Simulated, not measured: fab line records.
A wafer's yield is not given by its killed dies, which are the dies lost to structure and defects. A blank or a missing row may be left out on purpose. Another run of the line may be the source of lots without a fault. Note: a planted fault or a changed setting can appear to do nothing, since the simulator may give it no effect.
fab line records	flow sky130
[record] lots = 13	wafers = 37	last_day = 50
route steps=708 shown RES_PROTECT@214 LDD_N@244 LDD_P@263 PAD_OPEN@708
lots that met no fault: taken from a fault-free run of the same line
start_h: hours from the record's opening day to when the first of the lot's shown wafers began	wait_h: time in hours since the lot's previous step	" unchanged from the row above	L1.1+2: a row that stands for several wafers	- value missing, or start not given	* or withheld: withheld	< > ~ a bound
route shown NAME@n: names a module that has steps shown in the file, with the first one's number in the route	usual: mean/standard deviation of fault-free wafers	same: alike in all rows	chamber/n: place in a boat	sites: per-site readings	_std_site: the standard deviation of these	_edge_site: outer sites' mean less inner sites'	radius_mm: for every site, how far away it sits from the centre of the wafer	mask NAME#n: copy n	behind: the last tool/chamber to shape the wafer	hold: the reason the lot was held/the length of the hold in hours/how it ended	device: the transistor (n, p or np) that didn't switch	end of line: the route-end tests of the same wafers	where a step has no rows: the recipe by itself	killed: dies lost to structure and defects at the first sort, not the wafer's yield	map: dies across one wafer; x = killed, . = not, _ = none there
set.NAME: the run value of the setting; set.NAME@STEP: its run value at that earlier step	model.NAME: the simulator's own value behind a step, which no gauge read
route steps across a sampled set of lots; one table per step, one row per wafer
services: the hour from which a tool's chamber was out of use, counted from the record's first day as start_h (under 0 if before that day), plus the number of hours and why
[[steps]]
[step SKY_RES_PROTECT_STRIP_07]
[recipe] chemistry = O2/N2	power_w = 1400	pressure_mtorr = 1500	platen_temp_c = withheld	o2_flow_sccm = 3000	n2_flow_sccm = 300	overash_fraction = 0.5
[usual] chamber_pressure_mTorr = 1500.1/1.5	drypump_motor_current_A = 5.6/0.42	oes_product_au = 0.517/0.0048	strip_time_to_endpoint_s = 23.29/0.037
lot.wafer	tool	chamber	start_h	wait_h	chamber_pressure_mTorr	drypump_motor_current_A	oes_product_au	rf_hours_counter_h	strip_time_to_endpoint_s
L206.1	plasma_asher-03	1	362.93	0.1	1501.3	5.5	0.519	24	23.32
L206.4	"	1	"	"	1498.7	5.5	0.516	-	23.33
L206.6	"	0	"	"	1496.6	5.3	0.519	-	23.32
L209.3	plasma_asher-03	1	381.91	0.1	1501.1	5.5	0.516	-	23.33
L209.4	"	0	"	"	1498.5	5.3	0.520	-	23.29
L209.5	"	0	"	"	1499.0	5.3	0.520	-	23.29
L210.3	plasma_asher-03	1	384.48	0.1	1499.7	5.5	0.517	-	23.38
L210.5	"	1	"	"	1499.1	5.5	0.518	-	23.31
L210.6	"	0	"	"	1499.7	5.3	0.522	-	23.33
L211.1	plasma_asher-01	1	393.43	0.1	1498.6	6.1	0.523	69	23.32
L211.3	"	0	"	"	1497.5	5.4	0.518	-	23.32
L211.5	"	0	"	"	1499.4	5.4	0.509	-	23.31
L214.1	plasma_asher-04	1	424.98	0.1	1501.3	6.4	0.517	63	23.33
L214.5	"	0	"	"	1501.6	5.1	0.520	-	23.32
L217.2	plasma_asher-04	0	441.50	0.1	1500.9	5.1	0.512	65	23.27
L217.5	"	0	"	"	1501.8	5.1	0.521	-	23.32
L217.6	"	1	"	"	1500.8	6.4	0.519	-	23.31
L220.2	plasma_asher-03	0	477.98	0.1	1499.0	5.3	0.510	35	23.25
L220.4	"	1	"	"	1498.4	5.5	0.518	-	23.26
L220.5	"	1	"	"	1499.3	5.5	0.515	-	23.27
L221.3	plasma_asher-01	0	486.96	0.1	1501.1	5.3	0.512	-	23.24
L221.4	"	1	"	"	1504.1	6.1	0.512	-	23.25
L221.5	"	0	"	"	1500.4	5.4	0.523	-	23.25
L222.1	plasma_asher-03	1	488.05	0.1	1500.4	5.5	0.518	36	23.29
L222.4	"	0	"	"	1500.9	5.3	0.517	-	23.29
L222.6	"	0	"	"	1500.3	5.3	0.514	-	23.28
L223.3	plasma_asher-01	0	496.66	0.1	1499.6	5.4	0.530	-	23.35
L223.5	"	1	"	"	1498.9	6.1	0.514	-	23.34
L223.6	"	0	"	"	1500.2	5.4	0.517	-	23.39
L225.2	plasma_asher-01	0	524.60	0.1	1501.4	5.4	0.511	9	23.29
L225.3	"	0	"	"	1501.7	5.4	0.519	-	23.27
L225.5	"	0	"	"	1502.9	5.4	0.509	-	23.27
L227.1	plasma_asher-04	0	530.03	0.1	1499.2	5.1	0.520	74	23.34
L227.2	"	1	"	"	1500.3	6.3	0.516	74	23.31
L227.4	"	0	"	"	1503.0	5.1	0.522	-	23.30
L229.3	plasma_asher-01	1	541.61	0.1	1498.5	6.1	0.518	-	23.33
L229.5	"	0	"	"	1501.5	5.4	0.514	-	23.29
[step SKY_LDD_N_OVL_MEAS_07]
[usual] LDD_N_OVL = 1.4/1.1
lot.wafer	tool	chamber	start_h	wait_h	LDD_N_OVL[nm]
L206.1	overlay-02	-	426.38	0.1	0.7
L206.4	"	-	"	"	0.7
L206.6	"	-	"	"	0.0
L209.3	overlay-02	-	446.54	0.1	0.9
L209.4	"	-	"	"	-0.2
L209.5	"	-	"	"	0.0
L210.3	overlay-02	-	450.62	0.1	1.2
L210.5	"	-	"	"	0.2
L210.6	"	-	"	"	1.5
L211.1	overlay-02	-	458.96	0.1	0.4
L211.3	"	-	"	"	1.3
L211.5	"	-	"	"	1.1
L214.1	overlay-02	-	493.33	0.1	2.1
L214.5	"	-	"	"	3.3
L217.2	overlay-02	-	507.49	0.1	0.7
L217.5	"	-	"	"	2.1
L217.6	"	-	"	"	2.0
L220.2	overlay-02	-	540.77	0.1	-0.4
L220.4	"	-	"	"	-0.2
L220.5	"	-	"	"	-0.3
L221.3	overlay-02	-	550.04	0.1	2.7
L221.4	"	-	"	"	1.1
L221.5	"	-	"	"	2.1
L222.1	overlay-02	-	551.58	0.1	0.3
L222.4	"	-	"	"	0.8
L222.6	"	-	"	"	0.7
L223.3	overlay-01	-	560.37	0.1	3.4
L223.5	"	-	"	"	0.8
L223.6	"	-	"	"	1.4
L225.2	overlay-02	-	586.79	0.1	1.2
L225.3	"	-	"	"	1.4
L225.5	"	-	"	"	2.3
L227.1	overlay-02	-	593.18	0.1	0.4
L227.2	"	-	"	"	1.6
L227.4	"	-	"	"	0.9
L229.3	overlay-02	-	604.04	0.1	0.8
L229.5	"	-	"	"	2.1
[step SKY_LDD_P_OVL_MEAS_08]
[usual] LDD_P_OVL = -0.3/1.4
lot.wafer	tool	chamber	start_h	wait_h	LDD_P_OVL[nm]
L206.1	overlay-02	-	458.42	0.1	1.1
L206.4	"	-	"	"	1.4
L206.6	"	-	"	"	2.0
L209.3	overlay-01	-	479.64	0.1	1.7
L209.4	"	-	"	"	0.8
L209.5	"	-	"	"	1.0
L210.3	overlay-01	-	483.11	0.1	0.7
L210.5	"	-	"	"	-0.3
L210.6	"	-	"	"	0.9
L211.1	overlay-02	-	491.35	0.1	0.6
L211.3	"	-	"	"	-0.1
L211.5	"	-	"	"	0.0
L214.1	overlay-02	-	526.10	0.1	0.0
L214.5	"	-	"	"	-1.1
L217.2	overlay-02	-	538.12	0.1	0.4
L217.5	"	-	"	"	2.4
L217.6	"	-	"	"	0.3
L220.2	overlay-02	-	571.47	0.1	0.5
L220.4	"	-	"	"	-1.9
L220.5	"	-	"	"	-3.4
L221.3	overlay-01	-	581.29	0.1	0.5
L221.4	"	-	"	"	-1.1
L221.5	"	-	"	"	1.4
L222.1	overlay-01	-	582.37	0.1	-0.9
L222.4	"	-	"	"	-1.3
L222.6	"	-	"	"	0.5
L223.3	overlay-02	-	591.41	0.1	0.4
L223.5	"	-	"	"	0.6
L223.6	"	-	"	"	1.8
L225.2	overlay-02	-	617.01	0.1	-1.9
L225.3	"	-	"	"	0.1
L225.5	"	-	"	"	-1.0
L227.1	overlay-01	-	623.97	0.1	-0.6
L227.2	"	-	"	"	-1.1
L227.4	"	-	"	"	-2.0
L229.3	overlay-01	-	633.74	0.1	-0.3
L229.5	"	-	"	"	1.4
[step SKY_LDD_P_IMPLANT_09]
[recipe] species = BF2	energy_kev = 25	dose_cm2 = 1e+13	tilt_deg = withheld
[usual] beam_energy_keV = 24.999/0.0088	end_station_pressure_torr = 5.07e-06/2.3e-07
lot.wafer	tool	chamber	start_h	wait_h	beam_energy_keV	end_station_pressure_torr
L206.1	implanter-02	0	458.45	0.0	24.982	4.94e-06
L206.4	"	0	"	"	24.982	4.76e-06
L206.6	"	0	"	"	24.976	4.95e-06
L209.3	implanter-03	0	479.72	0.1	24.997	5.35e-06
L209.4	"	0	"	"	25.007	5.04e-06
L209.5	"	0	"	"	25.002	4.74e-06
L210.3	implanter-01	0	483.19	0.1	24.985	5.4e-06
L210.5	"	0	"	"	24.996	5.4e-06
L210.6	"	0	"	"	24.994	5.06e-06
L211.1	implanter-02	0	491.39	0.0	25.012	5.49e-06
L211.3	"	0	"	"	24.993	5.5e-06
L211.5	"	0	"	"	24.996	5.15e-06
L214.1	implanter-02	0	526.14	0.0	24.992	5.19e-06
L214.5	"	0	"	"	24.999	5.14e-06
L217.2	implanter-03	0	538.18	0.0	25.000	5.5e-06
L217.5	"	0	"	"	24.997	5.31e-06
L217.6	"	0	"	"	24.997	4.68e-06
L220.2	implanter-01	0	571.53	0.0	30.628	5.19e-06
L220.4	"	0	"	"	30.634	4.72e-06
L220.5	"	0	"	"	30.642	5.19e-06
L221.3	implanter-01	0	581.37	0.1	30.637	5.37e-06
L221.4	"	0	"	"	30.626	4.9e-06
L221.5	"	0	"	"	30.632	4.86e-06
L222.1	implanter-02	0	582.40	0.0	25.005	5.29e-06
L222.4	"	0	"	"	24.998	4.7e-06
L222.6	"	0	"	"	25.000	4.86e-06
L223.3	implanter-02	0	591.49	0.1	24.993	4.85e-06
L223.5	"	0	"	"	25.000	4.74e-06
L223.6	"	0	"	"	25.020	4.67e-06
L225.2	implanter-02	0	617.06	0.0	24.994	4.73e-06
L225.3	"	0	"	"	24.996	5.05e-06
L225.5	"	0	"	"	24.990	5.08e-06
L227.1	implanter-03	0	624.00	0.0	25.016	5.02e-06
L227.2	"	0	"	"	25.005	4.52e-06
L227.4	"	0	"	"	24.995	5.27e-06
L229.3	implanter-02	0	633.82	0.1	25.006	5.5e-06
L229.5	"	0	"	"	24.998	5.24e-06
[step SKY_LDD_P_TW_MEAS_11]
[usual] LDD_P_TW = 639/5.1
lot.wafer	tool	chamber	start_h	wait_h	LDD_P_TW
L206.1	film_metro-03	-	458.70	0.1	640
L206.4	"	-	"	"	640
L206.6	"	-	"	"	640
L209.3	film_metro-04	-	479.94	0.1	640
L209.4	"	-	"	"	643
L209.5	"	-	"	"	643
L210.3	film_metro-03	-	483.41	0.1	636
L210.5	"	-	"	"	636
L210.6	"	-	"	"	636
L211.1	film_metro-04	-	491.64	0.1	645
L211.3	"	-	"	"	639
L211.5	"	-	"	"	642
L214.1	film_metro-03	-	526.39	0.1	637
L214.5	"	-	"	"	637
L217.2	film_metro-03	-	538.41	0.1	635
L217.5	"	-	"	"	632
L217.6	"	-	"	"	635
L220.2	film_metro-03	-	571.76	0.1	670
L220.4	"	-	"	"	671
L220.5	"	-	"	"	670
L221.3	film_metro-03	-	581.59	0.1	671
L221.4	"	-	"	"	665
L221.5	"	-	"	"	661
L222.1	film_metro-03	-	582.65	0.1	632
L222.4	"	-	"	"	633
L222.6	"	-	"	"	629
L223.3	film_metro-02	-	591.71	0.1	637
L223.5	"	-	"	"	639
L223.6	"	-	"	"	639
L225.2	film_metro-04	-	617.30	0.1	642
L225.3	"	-	"	"	644
L225.5	"	-	"	"	643
L227.1	film_metro-03	-	624.25	0.1	633
L227.2	"	-	"	"	637
L227.4	"	-	"	"	637
L229.3	film_metro-04	-	634.04	0.1	637
L229.5	"	-	"	"	640
[step SKY_PAD_OPEN_PROBE_99]
[usual] killed_at_M0_to_M3 = 44/6.3	killed_at_M4_up = 3.1/1.8	killed_at_contacts = 25/5.1	killed_at_front_end = 15/4.1	killed_at_other = 0.3/0.71	killed_dies = 87/8.8	killed_on_rim = 17/3.7	killed_open = 47/6.8	killed_short = 40/6.7
[same] gross_dies = 492	killed_at_back_side = 0
lot.wafer	tool	chamber	start_h	wait_h	killed_at_M0_to_M3	killed_at_M4_up	killed_at_contacts	killed_at_front_end	killed_at_other	killed_dies	killed_on_rim	killed_open	killed_short
L206.1	prober-02	-	1088.12	0.1	37	4	30	12	0	83	19	38	45
L206.4	prober-02	-	1088.27	0.2	54	6	13	9	0	82	14	39	43
L206.6	prober-02	-	1088.37	0.2	48	5	26	10	0	89	16	49	40
L209.3	prober-01	-	1105.18	0.2	30	2	25	12	0	69	17	39	30
L209.4	prober-01	-	1105.23	0.2	48	4	18	12	0	82	11	53	29
L209.5	prober-01	-	1105.28	0.2	45	2	23	6	0	76	11	43	33
L210.3	prober-02	-	1110.44	0.2	32	2	28	13	0	75	11	34	41
L210.5	prober-02	-	1110.54	0.2	48	3	25	15	0	91	21	53	38
L210.6	prober-02	-	1110.59	0.2	41	5	22	18	1	87	16	41	46
L211.1	prober-01	-	1113.70	0.1	54	1	13	22	0	90	13	44	46
L211.3	prober-01	-	1113.80	0.2	42	6	26	21	0	95	22	54	41
L211.5	prober-01	-	1113.90	0.2	53	1	31	17	0	102	15	59	43
L214.1	prober-01	-	1136.65	0.1	49	2	25	21	0	97	20	44	53
L214.5	prober-01	-	1136.85	0.2	51	2	22	23	1	99	17	58	40
L217.2	prober-01	-	1143.64	0.1	41	2	16	14	0	73	13	32	41
L217.5	prober-01	-	1143.79	0.2	41	5	20	20	0	86	16	51	35
L217.6	prober-01	-	1143.84	0.2	50	1	28	16	0	95	17	44	51
L220.2	prober-02	-	1166.53	0.1	50	1	27	15	2	95	19	52	41
L220.4	prober-02	-	1166.63	0.2	48	7	31	13	0	99	14	53	46
L220.5	prober-02	-	1166.68	0.2	43	8	21	16	0	88	13	49	39
L221.3	prober-01	-	1170.18	0.2	46	4	23	11	0	84	16	45	39
L221.4	prober-01	-	1170.23	0.2	39	4	24	20	0	87	23	43	42
L221.5	prober-01	-	1170.28	0.2	42	5	28	11	0	86	21	46	40
L222.1	prober-02	-	1171.95	0.1	43	3	18	20	1	85	18	41	44
L222.4	prober-02	-	1172.10	0.2	45	3	22	12	0	82	22	49	33
L222.6	prober-02	-	1172.20	0.2	43	3	22	15	0	83	19	48	35
L223.3	prober-01	-	1179.23	0.2	41	3	30	14	0	88	15	49	39
L223.5	prober-01	-	1179.33	0.2	33	2	21	11	0	67	14	36	31
L223.6	prober-01	-	1179.38	0.2	46	1	19	15	0	81	19	48	33
L225.2	prober-01	-	1191.72	0.1	46	3	17	18	1	85	21	50	35
L225.3	prober-01	-	1191.77	0.2	43	2	18	10	0	73	15	41	32
L225.5	prober-01	-	1191.87	0.2	31	1	27	18	0	77	17	42	35
L227.1	prober-01	-	1197.51	0.1	48	2	24	11	0	85	15	46	39
L227.2	prober-01	-	1197.56	0.1	40	3	39	21	0	103	27	54	49
L227.4	prober-01	-	1197.66	0.2	31	0	33	9	0	73	16	41	32
L229.3	prober-01	-	1202.84	0.2	33	6	27	15	0	81	13	44	37
L229.5	prober-01	-	1202.94	0.2	41	6	40	14	2	103	15	59	42
// killed by level:class
L206.1 VIA1:geometric_particle:open=9 LI_CONTACT:geometric_particle:open=7 CONTACT:geometric_particle:open=7 LOCAL_INTERCONNECT:geometric_particle:short=6 VIA1:geometric_particle:short=6 METAL1:geometric_particle:short=5 CONTACT:geometric_particle:short=5 FIELD_ISO:geometric_particle:open=4
L206.4 VIA1:geometric_particle:open=15 METAL1:geometric_particle:short=9 METAL2:geometric_particle:short=8 VIA2:geometric_particle:open=6 VIA1:geometric_particle:short=5 CONTACT:geometric_particle:open=5 METAL4:geometric_particle:short=4 VIA3:geometric_particle:open=4
L206.6 CONTACT:geometric_particle:open=10 LI_CONTACT:geometric_particle:open=9 VIA3:geometric_particle:open=8 VIA1:geometric_particle:open=8 METAL2:geometric_particle:short=8 VIA1:geometric_particle:short=6 METAL4:geometric_particle:short=5 FIELD_ISO:geometric_particle:short=3
L209.3 LI_CONTACT:geometric_particle:open=11 FIELD_ISO:geometric_particle:short=6 CONTACT:geometric_particle:open=6 CONTACT:geometric_particle:short=6 VIA2:geometric_particle:open=6 METAL1:geometric_particle:short=5 VIA3:geometric_particle:open=4 FIELD_ISO:geometric_particle:open=3
L209.4 VIA3:geometric_particle:open=11 VIA1:geometric_particle:open=10 LI_CONTACT:geometric_particle:open=8 METAL2:geometric_particle:short=6 VIA2:geometric_particle:open=6 CONTACT:geometric_particle:open=5 FIELD_ISO:geometric_particle:open=3 FIELD_ISO:geometric_particle:short=3
L209.5 METAL1:geometric_particle:short=9 VIA3:geometric_particle:open=8 LI_CONTACT:geometric_particle:open=7 CONTACT:geometric_particle:open=7 VIA2:geometric_particle:open=6 LI_CONTACT:geometric_particle:short=4 METAL1:geometric_particle:open=4 VIA1:geometric_particle:open=4
L210.3 LI_CONTACT:geometric_particle:open=10 VIA3:geometric_particle:short=7 LOCAL_INTERCONNECT:geometric_particle:short=6 VIA1:geometric_particle:short=6 CONTACT:geometric_particle:short=5 VIA1:geometric_particle:open=5 VIA3:geometric_particle:open=4 CONTACT:geometric_particle:open=4
L210.5 VIA1:geometric_particle:open=12 CONTACT:geometric_particle:open=9 VIA3:geometric_particle:open=8 FIELD_ISO:geometric_particle:open=7 CONTACT:geometric_particle:short=7 VIA2:geometric_particle:open=7 METAL2:geometric_particle:short=6 VIA1:geometric_particle:short=5
L210.6 VIA1:geometric_particle:open=11 VIA2:geometric_particle:open=8 CONTACT:geometric_particle:short=6 LI_CONTACT:geometric_particle:short=6 METAL2:geometric_particle:short=6 VIA3:geometric_particle:open=6 FIELD_ISO:geometric_particle:short=5 CONTACT:geometric_particle:open=5
L211.1 VIA1:geometric_particle:open=11 VIA1:geometric_particle:short=9 METAL2:geometric_particle:short=9 POLY_GATE:geometric_particle:open=6 CONTACT:geometric_particle:open=6 FIELD_ISO:geometric_particle:short=5 VIA2:geometric_particle:open=4 METAL3:geometric_particle:short=4
L211.3 CONTACT:geometric_particle:open=11 VIA1:geometric_particle:open=11 CONTACT:geometric_particle:short=7 VIA3:geometric_particle:open=7 FIELD_ISO:geometric_particle:open=5 LI_CONTACT:geometric_particle:open=5 METAL1:geometric_particle:short=5 METAL4:geometric_particle:short=5
L211.5 VIA1:geometric_particle:open=14 CONTACT:geometric_particle:open=10 LI_CONTACT:geometric_particle:open=9 VIA2:geometric_particle:open=8 VIA2:geometric_particle:short=7 LOCAL_INTERCONNECT:geometric_particle:short=6 CONTACT:geometric_particle:short=6 VIA3:geometric_particle:open=6
L214.1 CONTACT:geometric_particle:short=8 VIA1:geometric_particle:open=8 VIA3:geometric_particle:short=8 CONTACT:geometric_particle:open=7 VIA3:geometric_particle:open=7 POLY_GATE:geometric_particle:open=6 METAL1:geometric_particle:short=6 VIA1:geometric_particle:short=5
L214.5 VIA1:geometric_particle:open=10 POLY_GATE:geometric_particle:open=9 CONTACT:geometric_particle:open=8 METAL2:geometric_particle:short=7 VIA2:geometric_particle:open=7 LI_CONTACT:geometric_particle:open=6 METAL1:geometric_particle:short=6 VIA3:geometric_particle:open=6
L217.2 VIA1:geometric_particle:open=10 VIA1:geometric_particle:short=7 CONTACT:geometric_particle:open=6 FIELD_ISO:geometric_particle:short=5 METAL1:geometric_particle:short=5 VIA2:geometric_particle:open=5 FIELD_ISO:geometric_particle:open=4 LI_CONTACT:geometric_particle:short=4
L217.5 VIA1:geometric_particle:open=15 CONTACT:geometric_particle:open=9 METAL1:geometric_particle:short=7 LI_CONTACT:geometric_particle:open=6 FIELD_ISO:geometric_particle:open=5 VIA1:geometric_particle:short=5 CONTACT:geometric_particle:short=4 VIA3:geometric_particle:open=4
L217.6 METAL2:geometric_particle:short=10 FIELD_ISO:geometric_particle:short=8 CONTACT:geometric_particle:open=8 LI_CONTACT:geometric_particle:open=7 METAL1:geometric_particle:short=7 VIA1:geometric_particle:open=6 VIA3:geometric_particle:open=6 FIELD_ISO:geometric_particle:open=5
L220.2 CONTACT:geometric_particle:open=15 VIA2:geometric_particle:open=8 VIA1:geometric_particle:open=8 VIA1:geometric_particle:short=7 FIELD_ISO:geometric_particle:short=6 VIA3:geometric_particle:open=6 METAL2:geometric_particle:short=5 LI_CONTACT:geometric_particle:open=4
L220.4 LI_CONTACT:geometric_particle:open=13 CONTACT:geometric_particle:open=9 VIA1:geometric_particle:short=8 VIA1:geometric_particle:open=8 VIA2:geometric_particle:open=7 SONOS_ONO:geometric_particle:short=5 METAL2:geometric_particle:short=5 METAL4:geometric_particle:short=5
L220.5 CONTACT:geometric_particle:open=14 VIA1:geometric_particle:open=13 VIA3:geometric_particle:open=8 VIA1:geometric_particle:short=8 METAL4:geometric_particle:short=7 FIELD_ISO:geometric_particle:open=5 FIELD_ISO:geometric_particle:short=5 METAL2:geometric_particle:short=5
L221.3 VIA1:geometric_particle:open=12 CONTACT:geometric_particle:open=7 VIA1:geometric_particle:short=6 VIA2:geometric_particle:open=6 LI_CONTACT:geometric_particle:open=5 METAL2:geometric_particle:short=5 POLY_GATE:geometric_particle:open=4 LOCAL_INTERCONNECT:geometric_particle:short=4
L221.4 VIA1:geometric_particle:open=10 LI_CONTACT:geometric_particle:short=7 METAL1:geometric_particle:short=7 POLY_GATE:geometric_particle:open=6 LI_CONTACT:geometric_particle:open=6 VIA1:geometric_particle:short=6 VIA2:geometric_particle:open=5 POLY_GATE:geometric_particle:short=4
L221.5 VIA1:geometric_particle:open=13 CONTACT:geometric_particle:open=11 LOCAL_INTERCONNECT:geometric_particle:short=7 VIA2:geometric_particle:open=7 METAL1:geometric_particle:short=6 LI_CONTACT:geometric_particle:short=6 VIA3:geometric_particle:open=5 LI_CONTACT:geometric_particle:open=4
L222.1 VIA1:geometric_particle:open=9 FIELD_ISO:geometric_particle:open=7 CONTACT:geometric_particle:open=7 METAL2:geometric_particle:short=7 VIA1:geometric_particle:short=6 METAL1:geometric_particle:short=5 POLY_GATE:geometric_particle:short=4 VIA2:geometric_particle:open=4
L222.4 VIA3:geometric_particle:open=11 CONTACT:geometric_particle:open=11 VIA2:geometric_particle:open=10 METAL1:geometric_particle:short=5 VIA1:geometric_particle:open=5 FIELD_ISO:geometric_particle:short=4 POLY_GATE:geometric_particle:open=4 VIA3:geometric_particle:short=4
L222.6 VIA3:geometric_particle:open=11 CONTACT:geometric_particle:open=7 VIA1:geometric_particle:open=7 METAL2:geometric_particle:short=7 POLY_GATE:geometric_particle:open=5 LI_CONTACT:geometric_particle:open=5 CONTACT:geometric_particle:short=5 FIELD_ISO:geometric_particle:open=4
L223.3 CONTACT:geometric_particle:open=11 VIA2:geometric_particle:open=9 LI_CONTACT:geometric_particle:open=7 CONTACT:geometric_particle:short=7 VIA1:geometric_particle:open=7 VIA3:geometric_particle:open=6 LOCAL_INTERCONNECT:geometric_particle:short=5 FIELD_ISO:geometric_particle:short=4
L223.5 LI_CONTACT:geometric_particle:open=6 VIA2:geometric_particle:open=6 VIA3:geometric_particle:open=6 CONTACT:geometric_particle:short=5 LOCAL_INTERCONNECT:geometric_particle:short=4 VIA1:geometric_particle:open=4 POLY_GATE:geometric_particle:short=3 LI_CONTACT:geometric_particle:short=3
L223.6 VIA3:geometric_particle:open=11 VIA1:geometric_particle:open=9 FIELD_ISO:geometric_particle:short=7 LI_CONTACT:geometric_particle:open=7 VIA2:geometric_particle:open=6 CONTACT:geometric_particle:open=6 METAL2:geometric_particle:short=4 POLY_GATE:geometric_particle:open=3
L225.2 VIA1:geometric_particle:open=13 CONTACT:geometric_particle:open=8 VIA2:geometric_particle:open=7 METAL1:geometric_particle:short=6 FIELD_ISO:geometric_particle:open=5 VIA3:geometric_particle:open=5 LI_CONTACT:geometric_particle:short=4 POLY_GATE:geometric_particle:short=4
L225.3 LI_CONTACT:geometric_particle:open=8 METAL2:geometric_particle:short=8 VIA2:geometric_particle:open=7 VIA1:geometric_particle:open=6 CONTACT:geometric_particle:open=5 VIA3:geometric_particle:open=5 METAL3:geometric_particle:short=4 METAL1:geometric_particle:short=4
L225.5 CONTACT:geometric_particle:open=12 VIA1:geometric_particle:open=10 CONTACT:geometric_particle:short=7 FIELD_ISO:geometric_particle:short=5 POLY_GATE:geometric_particle:open=5 VIA1:geometric_particle:short=5 METAL3:geometric_particle:short=5 FIELD_ISO:geometric_particle:open=3
L227.1 VIA1:geometric_particle:open=9 CONTACT:geometric_particle:short=7 LI_CONTACT:geometric_particle:open=7 VIA1:geometric_particle:short=7 VIA2:geometric_particle:open=7 VIA3:geometric_particle:open=7 METAL2:geometric_particle:short=6 CONTACT:geometric_particle:open=6
L227.2 CONTACT:geometric_particle:open=17 VIA1:geometric_particle:open=11 VIA3:geometric_particle:open=8 LOCAL_INTERCONNECT:geometric_particle:short=7 LI_CONTACT:geometric_particle:open=6 CONTACT:geometric_particle:short=6 FIELD_ISO:geometric_particle:short=5 POLY_GATE:geometric_particle:short=5
L227.4 CONTACT:geometric_particle:open=10 LOCAL_INTERCONNECT:geometric_particle:short=9 VIA1:geometric_particle:open=9 VIA2:geometric_particle:open=5 CONTACT:geometric_particle:short=5 LI_CONTACT:geometric_particle:open=4 VIA3:geometric_particle:open=4 LOCAL_INTERCONNECT:geometric_particle:open=3
L229.3 CONTACT:geometric_particle:open=11 VIA3:geometric_particle:open=10 POLY_GATE:geometric_particle:short=6 CONTACT:geometric_particle:short=6 METAL1:geometric_particle:short=6 VIA2:geometric_particle:open=6 METAL4:geometric_particle:short=4 LI_CONTACT:geometric_particle:open=4
L229.5 CONTACT:geometric_particle:open=18 LI_CONTACT:geometric_particle:open=9 VIA1:geometric_particle:open=9 METAL2:geometric_particle:short=7 METAL4:geometric_particle:short=6 LOCAL_INTERCONNECT:geometric_particle:short=5 VIA3:geometric_particle:open=5 FIELD_ISO:geometric_particle:open=4
[[services]]
tool	chamber	start_h	hours	kind
implanter-03	-	355.65	26.9	repair
plasma_asher-01	-	381.87	3.7	repair
plasma_asher-01	-	421.25	9.0	pm
plasma_asher-01	0	421.25	9.0	vent_cycle
plasma_asher-01	1	421.25	9.0	vent_cycle
implanter-01	-	424.33	20.6	repair
plasma_asher-01	0	430.25	-	clean
plasma_asher-01	1	430.25	-	clean
implanter-03	-	487.70	1.9	repair
plasma_asher-04	-	502.36	1.1	repair
implanter-01	-	505.75	8.0	repair
implanter-03	-	531.29	3.1	pm
implanter-03	-	541.70	2.8	pm
implanter-01	-	553.91	4.3	pm
implanter-02	-	557.03	3.9	pm
implanter-03	-	582.88	0.8	repair
implanter-02	-	584.37	3.1	repair
implanter-01	-	590.48	4.3	pm
implanter-02	-	609.75	1.1	repair
implanter-03	-	619.10	2.8	repair
plasma_asher-04	-	632.99	1.6	repair
[[key]]
[first_sign] step = SKY_LDD_P_IMPLANT_09	reading = beam_energy_keV	direction = up	sigmas = 99+	usual = *	struck = *
[effect] step = SKY_LDD_P_TW_MEAS_11	reading = LDD_P_TW	direction = up	sigmas = 5.6	usual = 639	struck = 668
met_at SKY_LDD_P_IMPLANT_09
struck_lots L220,L221
tester_left_out L220,L221
not_acting_at SKY_RES_PROTECT_STRIP_07,SKY_LDD_N_OVL_MEAS_07,SKY_LDD_P_OVL_MEAS_08
onset_between 483.19 571.53
[fault] kind = process_parameter_drift	tool = implanter-01	chamber = -	onset_h = 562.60	steps = SKY_LDD_P_IMPLANT_09	channel = energy_kev	offset = *	shape = step	end_h = 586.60	acts_in = *	stated = *
// tester_left_out: of these lots the tester's yield and bins aren't shown, on N5 and GAA mostly nor the transistor test; their killed dies are dies lost to structure and defects alone, not to doping, threshold or leakage, so they don't give the yield
